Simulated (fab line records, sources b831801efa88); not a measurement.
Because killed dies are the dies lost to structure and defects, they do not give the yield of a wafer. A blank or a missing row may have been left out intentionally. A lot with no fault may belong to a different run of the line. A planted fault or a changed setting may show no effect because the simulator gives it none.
Which of the tools did it? + flow gf180mcu + 7 lots, 21 wafers sampled, at 2 steps of a route of 602

WHAT EACH GAUGE READ, for each wafer
GF_VT_IMPLANT_RS_MEAS_47: a four-point-probe measurement.
| lot  | measured     | on            | NWELL_RS (ohm/sq) |
|------|--------------|---------------|-------------------|
| L713 | day 8 17:47  | film-metro-04 | 485.4 484.2 483.6 |
| L716 | day 9 13:56  | film-metro-04 | 484.0 483.6 484.4 |
| L718 | day 10 03:48 | film-metro-03 | 481.5 482.7 482.5 |
| L721 | day 11 01:43 | film-metro-03 | 484.1 484.7 485.6 |
| L725 | day 12 03:47 | film-metro-03 | 483.8 485.1 484.9 |
| L728 | day 12 23:09 | film-metro-04 | 485.6 486.3 486.6 |
| L733 | day 14 09:31 | film-metro-04 | 484.4 482.7 482.2 |

WHICH TOOL RAN EACH LOT (tool, then ch and the chambers of the sampled wafers, then the start)
| lot  | GF_NWELL_IMPLANT_09            |
|------|--------------------------------|
| L713 | implanter-03 ch 0, day 3 18:17 |
| L716 | implanter-04 ch 0, day 4 10:27 |
| L718 | implanter-03 ch 0, day 4 22:13 |
| L721 | implanter-04 ch 0, day 5 14:23 |
| L725 | implanter-01 ch 0, day 6 11:10 |
| L728 | implanter-01 ch 0, day 7 02:04 |
| L733 | implanter-01 ch 0, day 8 07:47 |
- GF_NWELL_IMPLANT_09

THE ANSWER, worked out from the rows above alone
Rule: the lots themselves supply what counts as usual. Put in order of their means at a reading, lots are off if they are a third of the lots or fewer, leave a main group of 4 or more, and stand apart from it by a gap of 3 or more times the standard deviation of the main group's means; of several such gaps the widest counts. If all means in a main group match to the digits the tables above print for the reading, that group is not used. Also off: a lot with no number at a reading for which 4 or more lots have one. Any other lot the step has rows for is counted as sound.
No lot is off at any reading shown: from this, nothing can be told.

WHAT WAS PUT IN BY THE SIMULATOR
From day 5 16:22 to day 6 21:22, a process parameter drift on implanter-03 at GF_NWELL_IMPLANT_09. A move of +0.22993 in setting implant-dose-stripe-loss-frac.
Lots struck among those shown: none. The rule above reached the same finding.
